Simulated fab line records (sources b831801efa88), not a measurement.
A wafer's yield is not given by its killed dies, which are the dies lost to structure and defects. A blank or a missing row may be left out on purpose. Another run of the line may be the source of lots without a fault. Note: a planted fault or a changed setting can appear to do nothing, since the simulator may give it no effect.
2 desks, one fault | flow sky130 | only its own numbers are on each desk; what lay behind them is given at the end

== METROLOGY DESK ==
What the gauges read, lot by lot, whatever tool the lot ran on: means of the sampled wafers that have a number. Any lot whose mean is over 4 standard deviations away from the usual mean is out of limits and marked OUT; that distance is given in the brackets.
Columns: A = SONOS_TUNNEL_OVL at SKY_SONOS_TUNNEL_OVL_MEAS_08, usual 0.7 nm; B = LDD_HVN_OVL at SKY_LDD_HVN_OVL_MEAS_07, usual 1.4 nm; C = LDD_LDN_OVL at SKY_LDD_LDN_OVL_MEAS_07, usual -0.7 nm
lot  | first seen here | A    | B    | C
L358 | day 11 07:38    | -1.9 | 0.8  | -1.0
L360 | day 12 12:38    | -1.0 | 1.0  | -0.4
L364 | day 13 02:03    | 2.0  | 1.6  | 0.1
L365 | day 13 19:53    | 0.9  | 1.0  | 0.4
L366 | day 13 21:54    | 1.9  | 2.5  | -1.6
L367 | day 14 05:17    | -0.4 | 0.1  | -1.9
L368 | day 14 06:48    | 2.2  | 0.7  | -1.4
L370 | day 15 07:11    | 0.1  | 2.1  | -1.8
L371 | day 15 13:42    | 2.0  | -0.1 | -1.7
L374 | day 16 17:11    | 0.9  | 0.3  | 0.0
L377 | day 17 17:53    | 1.2  | 0.2  | 0.2
L381 | day 20 02:47    | 1.4  | 2.1  | 0.4
Result from this desk: across the 12 lots, nothing is out of limits.

== TOOL OWNER'S DESK, lithoTrack-03 ==
The tool's own readings at SKY_LDD_P_COAT_02 (resist thk 1140 nm): means of the sampled wafers that have a number, for each lot that ran on this tool. Any lot whose mean is over 4 standard deviations away from the usual mean is out of limits and marked OUT; that distance is given in the brackets.
Columns: A = spinSpeedRpm at SKY_LDD_P_COAT_02, usual 3000.2 rpm
lot  | first seen here | A
L358 | day 18 01:49    | 2998.8
L368 | day 21 19:22    | 3000.6
L371 | day 23 05:04    | 3001.5
L374 | day 24 08:52    | 3146.1 (+69) OUT
L377 | day 25 11:10    | 3145.1 (+69) OUT
This desk finds L374, L377 out of limits, L374 being first, at day 24 08:52 (spinSpeedRpm at SKY_LDD_P_COAT_02). L358, L368, L371: within limits.

== PUT TOGETHER ==
The tool owner's desk could have raised an alarm at day 24 08:52, on L374, L377.
At the metrology desk, nothing out of limits was observed.
The metrology desk holds a record of L374, L377, inside its limits.
On lithoTrack-03, each named lot ran SKY_LDD_P_COAT_02.

== WHAT THE SIMULATOR HAD INSERTED ==
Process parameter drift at SKY_LDD_P_COAT_02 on lithoTrack-03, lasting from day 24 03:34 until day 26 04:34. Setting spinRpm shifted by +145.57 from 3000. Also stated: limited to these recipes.
Struck lots among those shown: L374, L377.
Each desk's first reading out of limits, in hours after the fault started: the tool owner's desk, 5.
